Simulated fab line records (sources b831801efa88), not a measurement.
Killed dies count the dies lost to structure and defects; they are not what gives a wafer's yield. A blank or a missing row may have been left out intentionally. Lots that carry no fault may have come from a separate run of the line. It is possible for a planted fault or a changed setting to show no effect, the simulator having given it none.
fab line records	flow sky130
record: lots: 5	wafers: 15	last_day: 50
route steps=708 shown LDD_HVP@280 LDD_LDN@289 SPACER@304 POLY_CUT@307
lots with no fault: from the same line, run without faults
start_h: hours from the record's first day to the start of the lot's first wafer shown	wait_h: how many hours have passed since the lot's step before this one	" identical to the entry in the row above	L1.1+2: a row that stands for several wafers	- value missing, or start not given	* or withheld: withheld	< > ~ a bound
route shown NAME@n: a module of which the file shows steps, and the number in the route of the first	usual: mean and standard deviation over wafers with no fault	same: alike in all rows	chamber/n: place in a boat	sites: per-site readings	_std_site: how widely they spread, as a standard deviation	_edge_site: mean of outer sites minus mean of inner sites	radius_mm: how far each site lies from the wafer's centre	mask NAME#n: copy n	behind: the last tool/chamber to shape the wafer	hold: the reason the lot was held/the length of the hold in hours/how it ended	device: names the non-switching transistor (n, p or np)	end of line: the route-end tests of the same wafers	where a step has no rows: the recipe by itself	killed: not the wafer's yield, but the dies lost to structure and defects at the first sort	map: per-die view of a wafer (x killed, . not killed, _ where there is no die)
set.NAME: the run value of the setting; set.NAME@STEP: its run value at that earlier step	model.NAME: the simulator's own value behind a step, which no gauge read
certain route steps with their lots: each step a table, each wafer a row
services: a tool's chamber out of use, with start hour (start_h, from the record's first day; less than 0 if before it), hours out, and reason
== steps ==
step: SKY_LDD_HVP_COAT_02
recipe: resist: NOVOLAK	spin_rpm: 3000	resist_thk_nm: 300
lot.wafer	tool	chamber	start_h	wait_h
L085.1+4+6	litho_track-04	0	569.95	0.1
L086.2+3+6	litho_track-02	0	576.74	0.1
L088.1+3+6	litho_track-03	0	593.74	0.1
L093.1+2+6	litho_track-02	0	652.41	0.1
L094.3+5+6	litho_track-04	0	667.90	0.1
step: SKY_LDD_HVP_SOFTBAKE_03
recipe: temp_c: 90	time_s: 60	resist: NOVOLAK
lot.wafer	tool	chamber	start_h	wait_h
L085.1+4+6	litho_track-04	0	570.10	0.1
L086.2+3+6	litho_track-02	0	576.89	0.1
L088.1+3+6	litho_track-03	0	593.89	0.1
L093.1+2+6	litho_track-02	0	652.56	0.1
L094.3+5+6	litho_track-04	0	668.05	0.1
step: SKY_LDD_HVP_EXPOSE_04
recipe: mask_id: HVPTM	na: 0.6	source_shape: conventional	sigma_outer: 0.6	polarization: unpolarized	target_cd_nm: 700	dose_mj: 86
lot.wafer	tool	chamber	start_h	wait_h	mask
L085.1+4+6	iline_stepper-01	0	-	-	HVPTM#0
L086.2+3+6	iline_stepper-01	0	-	-	HVPTM#0
L088.1+3+6	iline_stepper-02	0	-	-	HVPTM#0
L093.1+2+6	iline_stepper-02	0	-	-	HVPTM#0
L094.3+5+6	iline_stepper-02	0	-	-	HVPTM#0
step: SKY_LDD_HVP_PEB_05
recipe: temp_c: withheld	time_s: *	resist: NOVOLAK
lot.wafer	tool	chamber	start_h	wait_h
L085.1+4+6	litho_track-02	0	-	-
L086.2+3+6	litho_track-03	0	-	-
L088.1+3+6	litho_track-02	0	-	-
L093.1+2+6	litho_track-02	0	-	-
L094.3+5+6	litho_track-02	0	-	-
step: SKY_LDD_HVP_DEVELOP_06
recipe: resist: NOVOLAK	developer: TMAH	develop_time_s: 60	dev_temp_c: 23
lot.wafer	tool	chamber	start_h	wait_h
L085.1+4+6	litho_track-02	0	585.31	0.1
L086.2+3+6	litho_track-03	0	591.92	0.1
L088.1+3+6	litho_track-02	0	608.41	0.1
L093.1+2+6	litho_track-02	0	666.47	0.1
L094.3+5+6	litho_track-02	0	681.46	0.1
step: SKY_LDD_HVP_OVL_MEAS_07
usual: LDD_HVP_OVL: -0.3/1.3
lot.wafer	tool	chamber	start_h	wait_h	LDD_HVP_OVL[nm]
L085.1	overlay-02	-	585.46	0.1	-1.1
L085.4	"	-	"	"	-0.2
L085.6	"	-	"	"	-0.8
L086.2	overlay-02	-	592.05	0.1	1.3
L086.3	"	-	"	"	0.2
L086.6	"	-	"	"	0.6
L088.1	overlay-01	-	608.56	0.1	0.3
L088.3	"	-	"	"	0.1
L088.6	"	-	"	"	-1.0
L093.1	overlay-01	-	666.62	0.1	0.4
L093.2	"	-	"	"	1.4
L093.6	"	-	"	"	0.6
L094.3	overlay-02	-	681.58	0.1	-0.3
L094.5	"	-	"	"	-0.2
L094.6	"	-	"	"	-2.6
step: SKY_LDD_HVP_IMPLANT_08
recipe: species: B	energy_kev: 20	dose_cm2: 1.7e+13	tilt_deg: 17.9
lot.wafer	tool	chamber	start_h	wait_h
L085.1+4+6	implanter-03	0	585.50	0.0
L086.2+3+6	implanter-03	0	592.10	0.0
L088.1+3+6	implanter-01	0	608.60	0.0
L093.1+2+6	implanter-03	0	666.65	0.0
L094.3+5+6	implanter-03	0	682.28	0.7
step: SKY_LDD_HVP_STRIP_09
recipe: chemistry: O2/N2	power_w: 1400	pressure_mtorr: 1500	platen_temp_c: withheld	o2_flow_sccm: 3000	n2_flow_sccm: 300	overash_fraction: 0.5
usual: drypump_motor_current_A: 5.7/0.49	oes_product_au: 0.410/0.0047	strip_time_to_endpoint_s: 4.143/0.015
lot.wafer	tool	chamber	start_h	wait_h	drypump_motor_current_A	oes_product_au	rf_hours_counter_h	strip_time_to_endpoint_s
L085.1	plasma_asher-03	0	585.65	0.1	6.0	0.413	15	4.140
L085.4	"	1	"	"	5.3	0.412	-	4.139
L085.6	"	1	"	"	5.3	0.411	-	4.130
L086.2	plasma_asher-04	0	592.23	0.1	5.3	0.408	78	4.136
L086.3	"	0	"	"	5.3	0.412	-	4.142
L086.6	"	1	"	"	5.3	0.414	-	4.147
L088.1	plasma_asher-03	1	608.75	0.1	5.3	0.413	18	4.152
L088.3	"	0	"	"	6.0	0.411	-	4.144
L088.6	"	0	"	"	6.1	0.404	-	4.130
L093.1	plasma_asher-04	0	666.80	0.1	5.3	0.410	86	4.127
L093.2	"	1	"	"	5.3	0.406	86	4.100
L093.6	"	1	"	"	5.3	0.411	-	4.115
L094.3	plasma_asher-03	1	682.42	0.1	5.3	0.400	-	4.135
L094.5	"	1	"	"	5.3	0.407	-	4.148
L094.6	"	0	"	"	6.0	0.405	-	4.138
step: SKY_LDD_HVP_TW_MEAS_10
usual: LDD_HVP_TW: 456/3.1
lot.wafer	tool	chamber	start_h	wait_h	LDD_HVP_TW
L085.1	film_metro-01	-	585.75	0.1	454
L085.4	"	-	"	"	456
L085.6	"	-	"	"	457
L086.2	film_metro-02	-	592.34	0.1	457
L086.3	"	-	"	"	457
L086.6	"	-	"	"	458
L088.1	film_metro-01	-	608.85	0.1	452
L088.3	"	-	"	"	454
L088.6	"	-	"	"	453
L093.1	film_metro-02	-	666.90	0.1	452
L093.2	"	-	"	"	452
L093.6	"	-	"	"	453
L094.3	film_metro-02	-	682.50	0.1	453
L094.5	"	-	"	"	455
L094.6	"	-	"	"	454
step: SKY_LDD_LDN_DEHYDRATE_00
recipe: temp_c: 200	time_s: 60
lot.wafer	tool	chamber	start_h	wait_h
L085.1+4+6	litho_track-04	0	599.30	13.5
L086.2+3+6	litho_track-04	0	606.42	14.1
L088.1+3+6	litho_track-03	0	623.24	14.4
L093.1+2+6	litho_track-04	0	679.95	13.0
L094.3+5+6	litho_track-04	0	696.20	13.7
step: SKY_LDD_LDN_HMDS_01
recipe: prime_time_s: 60	prime_temp_c: 120
lot.wafer	tool	chamber	start_h	wait_h
L085.1+4+6	litho_track-04	0	599.45	0.1
L086.2+3+6	litho_track-04	0	606.57	0.1
L088.1+3+6	litho_track-03	0	623.39	0.1
L093.1+2+6	litho_track-04	0	680.10	0.1
L094.3+5+6	litho_track-04	0	696.35	0.1
step: SKY_LDD_LDN_COAT_02
recipe: resist: NOVOLAK	spin_rpm: 3000	resist_thk_nm: 1140
lot.wafer	tool	chamber	start_h	wait_h
L085.1+4+6	litho_track-04	0	599.60	0.1
L086.2+3+6	litho_track-04	0	606.72	0.1
L088.1+3+6	litho_track-03	0	623.54	0.1
L093.1+2+6	litho_track-04	0	680.25	0.1
L094.3+5+6	litho_track-04	0	696.50	0.1
step: SKY_LDD_LDN_SOFTBAKE_03
recipe: temp_c: 90	time_s: 60	resist: NOVOLAK
lot.wafer	tool	chamber	start_h	wait_h
L085.1+4+6	litho_track-04	0	599.75	0.1
L086.2+3+6	litho_track-04	0	606.87	0.1
L088.1+3+6	litho_track-03	0	623.69	0.1
L093.1+2+6	litho_track-04	0	680.40	0.1
L094.3+5+6	litho_track-04	0	696.65	0.1
step: SKY_LDD_LDN_EXPOSE_04
recipe: mask_id: LDNTM	na: 0.6	source_shape: conventional	sigma_outer: 0.6	polarization: unpolarized	target_cd_nm: 700	dose_mj: 140
lot.wafer	tool	chamber	start_h	wait_h	mask
L085.1+4+6	iline_stepper-01	0	-	-	LDNTM#0
L086.2+3+6	iline_stepper-02	0	-	-	LDNTM#0
L088.1+3+6	iline_stepper-02	0	-	-	LDNTM#0
L093.1+2+6	iline_stepper-01	0	-	-	LDNTM#0
L094.3+5+6	iline_stepper-02	0	-	-	LDNTM#0
step: SKY_LDD_LDN_PEB_05
recipe: temp_c: withheld	time_s: *	resist: NOVOLAK
lot.wafer	tool	chamber	start_h	wait_h
L085.1+4+6	litho_track-03	0	-	-
L086.2+3+6	litho_track-01	0	-	-
L088.1+3+6	litho_track-01	0	-	-
L093.1+2+6	litho_track-01	0	-	-
L094.3+5+6	litho_track-01	0	-	-
step: SKY_LDD_LDN_DEVELOP_06
recipe: resist: NOVOLAK	developer: TMAH	develop_time_s: 60	dev_temp_c: 23
lot.wafer	tool	chamber	start_h	wait_h
L085.1+4+6	litho_track-03	0	614.89	0.1
L086.2+3+6	litho_track-01	0	621.89	0.1
L088.1+3+6	litho_track-01	0	637.87	0.1
L093.1+2+6	litho_track-01	0	694.12	0.1
L094.3+5+6	litho_track-01	0	710.72	0.1
step: SKY_LDD_LDN_OVL_MEAS_07
usual: LDD_LDN_OVL: -0.1/1.7
lot.wafer	tool	chamber	start_h	wait_h	LDD_LDN_OVL[nm]
L085.1	overlay-01	-	615.04	0.1	-2.0
L085.4	"	-	"	"	-1.8
L085.6	"	-	"	"	0.2
L086.2	overlay-01	-	622.02	0.1	0.7
L086.3	"	-	"	"	0.8
L086.6	"	-	"	"	1.4
L088.1	overlay-01	-	638.02	0.1	-0.1
L088.3	"	-	"	"	-0.4
L088.6	"	-	"	"	-0.5
L093.1	overlay-02	-	694.27	0.1	0.7
L093.2	"	-	"	"	-2.2
L093.6	"	-	"	"	-2.0
L094.3	overlay-02	-	710.83	0.1	2.2
L094.5	"	-	"	"	1.6
L094.6	"	-	"	"	1.3
step: SKY_LDD_LDN_IMPLANT_08
recipe: species: As	energy_kev: 15	dose_cm2: 1.25e+13	tilt_deg: withheld	rotation_deg: 23
lot.wafer	tool	chamber	start_h	wait_h
L085.1+4+6	implanter-04	0	615.08	0.0
L086.2+3+6	implanter-01	0	622.08	0.0
L088.1+3+6	implanter-01	0	638.05	0.0
L093.1+2+6	implanter-04	0	694.30	0.0
L094.3+5+6	implanter-04	0	710.90	0.1
step: SKY_LDD_LDN_IMPLANT_09
recipe: species: As	energy_kev: 15	dose_cm2: 1.25e+13	tilt_deg: withheld	rotation_deg: 113
lot.wafer	tool	chamber	start_h	wait_h
L085.1+4+6	implanter-04	0	615.23	0.1
L086.2+3+6	implanter-01	0	622.23	0.1
L088.1+3+6	implanter-01	0	638.20	0.1
L093.1+2+6	implanter-04	0	694.45	0.1
L094.3+5+6	implanter-04	0	711.05	0.1
step: SKY_LDD_LDN_IMPLANT_10
recipe: species: As	energy_kev: 15	dose_cm2: 1.25e+13	tilt_deg: withheld	rotation_deg: 203
lot.wafer	tool	chamber	start_h	wait_h
L085.1+4+6	implanter-04	0	615.38	0.1
L086.2+3+6	implanter-01	0	622.38	0.1
L088.1+3+6	implanter-01	0	638.35	0.1
L093.1+2+6	implanter-04	0	694.60	0.1
L094.3+5+6	implanter-04	0	711.20	0.1
step: SKY_LDD_LDN_IMPLANT_11
recipe: species: As	energy_kev: 15	dose_cm2: 1.25e+13	tilt_deg: withheld	rotation_deg: 293
lot.wafer	tool	chamber	start_h	wait_h
L085.1+4+6	implanter-04	0	615.53	0.1
L086.2+3+6	implanter-01	0	622.53	0.1
L088.1+3+6	implanter-01	0	638.50	0.1
L093.1+2+6	implanter-04	0	694.75	0.1
L094.3+5+6	implanter-04	0	711.35	0.1
step: SKY_LDD_LDN_STRIP_12
recipe: chemistry: O2/N2	power_w: 1400	pressure_mtorr: 1500	platen_temp_c: withheld	o2_flow_sccm: 3000	n2_flow_sccm: 300	overash_fraction: 0.5
usual: drypump_motor_current_A: 5.63/0.3	oes_product_au: 0.715/0.0046	strip_time_to_endpoint_s: 14.20/0.038
lot.wafer	tool	chamber	start_h	wait_h	drypump_motor_current_A	oes_product_au	rf_hours_counter_h	strip_time_to_endpoint_s
L085.1	plasma_asher-02	1	615.68	0.1	5.97	0.712	50	14.22
L085.4	"	1	"	"	5.97	0.711	-	14.24
L085.6	"	0	"	"	5.79	0.705	-	14.20
L086.2	plasma_asher-02	0	622.65	0.1	5.77	0.712	50	14.13
L086.3	"	0	"	"	5.79	0.718	-	14.13
L086.6	"	1	"	"	5.96	0.720	-	14.12
L088.1	plasma_asher-02	1	638.65	0.1	5.96	0.716	52	14.15
L088.3	"	0	"	"	5.77	0.709	-	14.08
L088.6	"	0	"	"	5.77	0.718	-	14.17
L093.1	plasma_asher-04	1	694.90	0.1	5.33	0.713	89	14.16
L093.2	"	0	"	"	5.35	0.716	89	14.15
L093.6	"	1	"	"	5.34	0.720	-	14.16
L094.3	plasma_asher-02	1	711.49	0.1	5.93	0.711	-	14.16
L094.5	"	0	"	"	5.75	0.722	-	14.16
L094.6	"	1	"	"	5.93	0.705	-	14.17
step: SKY_LDD_LDN_TW_MEAS_13
usual: LDD_LDN_TW: 1465/15
lot.wafer	tool	chamber	start_h	wait_h	LDD_LDN_TW
L085.1	film_metro-01	-	615.78	0.1	1472
L085.4	"	-	"	"	1459
L085.6	"	-	"	"	1472
L086.2	film_metro-03	-	622.76	0.1	1437
L086.3	"	-	"	"	1437
L086.6	"	-	"	"	1442
L088.1	film_metro-01	-	638.75	0.1	1487
L088.3	"	-	"	"	1489
L088.6	"	-	"	"	1483
L093.1	film_metro-02	-	695.00	0.1	1475
L093.2	"	-	"	"	1468
L093.6	"	-	"	"	1473
L094.3	film_metro-01	-	711.57	0.1	1479
L094.5	"	-	"	"	1483
L094.6	"	-	"	"	1474
step: SKY_LDD_LDN_CLEAN_14
recipe: chemistry: SC1/SC2	mix: 1:4:20	temp_c: 70	time_s: 150	dry: n2_spin
usual: bath_heat_duty_pct: 13.5/1.4
lot.wafer	tool	chamber	start_h	wait_h	bath_heat_duty_pct
L085.1	wet_bench-03	2	615.84	0.1	11.4
L085.4	"	2	"	"	11.5
L085.6	"	2	"	"	12.1
L086.2	wet_bench-03	1	622.81	0.0	11.9
L086.3	"	1	"	"	12.4
L086.6	"	1	"	"	11.9
L088.1	wet_bench-01	2	638.81	0.1	12.0
L088.3	"	2	"	"	13.4
L088.6	"	2	"	"	13.2
L093.1	wet_bench-04	3	695.06	0.1	13.3
L093.2	"	3	"	"	12.9
L093.6	"	3	"	"	13.3
L094.3	wet_bench-01	0	711.61	0.0	11.5
L094.5	"	0	"	"	13.3
L094.6	"	0	"	"	14.1
step: SKY_SPACER_CVD_00
recipe: material: Si3N4	precursor: DCS/NH3	target_thk_nm: 43.1	temp_c: 770	time_s: 740	pressure_mtorr: 250
usual: spike_tc_bottom_C: 786.3/1.7	spike_tc_upper_C: 770.0/1.1	zone_power_upper_pct: 12.2/1.1
lot.wafer	tool	chamber	start_h	wait_h	spike_tc_bottom_C	spike_tc_upper_C	zone_power_upper_pct
L085.1	lpcvd-02	1	615.89	0.0	788.0	769.1	11.1
L085.4	"	1	"	"	788.4	770.1	11.2
L085.6	"	1	"	"	786.5	768.8	11.3
L086.2	lpcvd-02	1	622.86	0.0	786.3	769.9	11.3
L086.3	"	1	"	"	787.7	771.8	11.1
L086.6	"	1	"	"	789.3	770.8	11.4
L088.1	lpcvd-02	1	638.87	0.0	787.6	768.6	11.0
L088.3	"	1	"	"	789.1	769.0	11.0
L088.6	"	1	"	"	786.7	768.4	11.0
L093.1	lpcvd-02	0	696.93	1.8	787.6	770.9	13.3
L093.2	"	0	"	"	783.2	773.0	13.2
L093.6	"	0	"	"	785.0	770.0	13.2
L094.3	lpcvd-02	1	711.88	0.2	788.0	770.7	11.0
L094.5	"	1	"	"	787.6	767.9	11.1
L094.6	"	1	"	"	788.1	770.5	11.1
step: SKY_SPACER_THK_MEAS_01
recipe: reads: Si3N4_of_SPACER_CVD_00
usual: SPACER_CVD_00_THK: 42.7/0.39
lot.wafer	tool	chamber	start_h	wait_h	SPACER_CVD_00_THK[nm]
L085.1	film_metro-04	-	617.09	0.0	41.9
L085.4	"	-	"	"	42.0
L085.6	"	-	"	"	42.0
L086.2	film_metro-03	-	624.08	0.0	42.2
L086.3	"	-	"	"	42.6
L086.6	"	-	"	"	42.6
L088.1	film_metro-02	-	640.07	0.0	43.4
L088.3	"	-	"	"	43.0
L088.6	"	-	"	"	43.3
L093.1	film_metro-04	-	698.74	0.0	42.9
L093.2	"	-	"	"	42.4
L093.6	"	-	"	"	43.0
L094.3	film_metro-04	-	713.11	0.0	42.7
L094.5	"	-	"	"	43.0
L094.6	"	-	"	"	42.9
step: SKY_SPACER_ETCHBACK_02
recipe: chemistry: CH3F/O2	target: Si3N4	stop_on: SiO2	source_w: 400	bias_w: 80	pressure_mtorr: 25	ch3f_flow_sccm: 40	O2_flow_sccm: 30	time_s: 46.7	target_depth_a: 450
usual: drypump_motor_current_A: 5.7/0.34	oes_product_au: 0.851/0.0064	throttle_valve_pct: 10.561/0.0093
lot.wafer	tool	chamber	start_h	wait_h	drypump_motor_current_A	oes_product_au	rf_hours_counter_h	throttle_valve_pct
L085.1	rie_diel-04	1	617.15	0.1	6.1	0.847	13	10.556
L085.4	"	3	"	"	6.1	0.841	2	10.557
L085.6	"	3	"	"	6.1	0.854	-	10.543
L086.2	rie_diel-02	1	624.13	0.0	5.2	0.852	50	10.574
L086.3	"	3	"	"	6.0	0.845	2	10.565
L086.6	"	3	"	"	6.0	0.853	-	10.577
L088.1	rie_diel-03	2	640.13	0.1	6.0	0.861	46	10.563
L088.3	"	0	"	"	5.1	0.853	0	10.552
L088.6	"	2	"	"	6.0	0.857	-	10.584
L093.1	rie_diel-02	2	698.80	0.1	5.8	0.858	15	10.552
L093.2	"	1	"	"	5.2	0.855	51	10.566
L093.6	"	1	"	"	5.2	0.856	-	10.563
L094.3	rie_diel-03	2	713.15	0.0	6.0	0.849	47	10.557
L094.5	"	2	"	"	6.0	0.852	-	10.550
L094.6	"	1	"	"	5.7	0.855	-	10.559
step: SKY_POLY_CUT_DEHYDRATE_00
recipe: temp_c: 200	time_s: 60
lot.wafer	tool	chamber	start_h	wait_h
L085.1+4+6	litho_track-01	0	630.62	13.4
L086.2+3+6	litho_track-02	0	637.89	13.7
L088.1+3+6	litho_track-04	0	653.80	13.6
L093.1+2+6	litho_track-01	0	712.32	13.5
L094.3+5+6	litho_track-02	0	726.77	13.6
step: SKY_POLY_CUT_HMDS_01
recipe: prime_time_s: 60	prime_temp_c: 120
lot.wafer	tool	chamber	start_h	wait_h
L085.1+4+6	litho_track-01	0	630.77	0.1
L086.2+3+6	litho_track-02	0	638.04	0.1
L088.1+3+6	litho_track-04	0	653.95	0.1
L093.1+2+6	litho_track-01	0	712.47	0.1
L094.3+5+6	litho_track-02	0	726.92	0.1
step: SKY_POLY_CUT_COAT_02
recipe: resist: BARC	temp_c: withheld	time_s: withheld	spin_rpm: 3000	resist_thk_nm: 60
lot.wafer	tool	chamber	start_h	wait_h
L085.1+4+6	litho_track-01	0	630.92	0.1
L086.2+3+6	litho_track-02	0	638.19	0.1
L088.1+3+6	litho_track-04	0	654.10	0.1
L093.1+2+6	litho_track-01	0	712.62	0.1
L094.3+5+6	litho_track-02	0	727.07	0.1
step: SKY_POLY_CUT_COAT_03
recipe: resist: KrF-thick	spin_rpm: 3000	resist_thk_nm: 450
lot.wafer	tool	chamber	start_h	wait_h
L085.1+4+6	litho_track-01	0	-	-
L086.2+3+6	litho_track-02	0	-	-
L088.1+3+6	litho_track-04	0	-	-
L093.1+2+6	litho_track-01	0	-	-
L094.3+5+6	litho_track-02	0	-	-
step: SKY_POLY_CUT_SOFTBAKE_04
recipe: temp_c: 100	time_s: 90	resist: KrF-thick
lot.wafer	tool	chamber	start_h	wait_h
L085.1+4+6	litho_track-01	0	-	-
L086.2+3+6	litho_track-02	0	-	-
L088.1+3+6	litho_track-04	0	-	-
L093.1+2+6	litho_track-01	0	-	-
L094.3+5+6	litho_track-02	0	-	-
step: SKY_POLY_CUT_EXPOSE_05
recipe: mask_id: NPCM	na: 0.8	source_shape: annular	sigma_inner: 0.55	sigma_outer: 0.85	target_cd_nm: 270	dose_mj: 32
lot.wafer	tool	chamber	start_h	wait_h	mask
L085.1+4+6	krf_scanner-02	0	-	-	NPCM#0
L086.2+3+6	krf_scanner-02	0	-	-	NPCM#0
L088.1+3+6	krf_scanner-02	0	-	-	NPCM#0
L093.1+2+6	krf_scanner-01	0	-	-	NPCM#0
L094.3+5+6	krf_scanner-02	0	-	-	NPCM#0
== services ==
tool	chamber	start_h	hours	kind
wet_bench-03	-	549.29	1.8	repair
implanter-03	-	550.34	2.9	pm
plasma_asher-02	-	563.80	0.5	repair
krf_scanner-02	-	564.65	2.1	repair
implanter-04	-	592.62	0.7	repair
krf_scanner-02	-	602.29	1.3	pm
implanter-03	-	607.67	5.4	repair
iline_stepper-02	-	609.21	4.6	repair
implanter-04	-	618.78	4.9	pm
plasma_asher-02	-	619.10	2.8	pm
iline_stepper-01	-	620.91	8.9	pm
plasma_asher-02	-	626.37	1.7	repair
iline_stepper-02	-	635.95	4.4	repair
implanter-01	-	640.49	2.9	repair
iline_stepper-02	-	640.91	6.1	repair
implanter-04	-	641.25	2.0	repair
implanter-01	-	648.72	110.4	pm
krf_scanner-02	-	656.80	1.0	pm
plasma_asher-03	-	663.50	14.6	pm
iline_stepper-02	-	678.99	4.4	pm
iline_stepper-02	-	693.40	1.7	pm
krf_scanner-02	-	699.41	0.8	pm
implanter-04	-	719.09	3.9	pm
iline_stepper-01	-	720.76	2.1	pm
== key ==
fault none
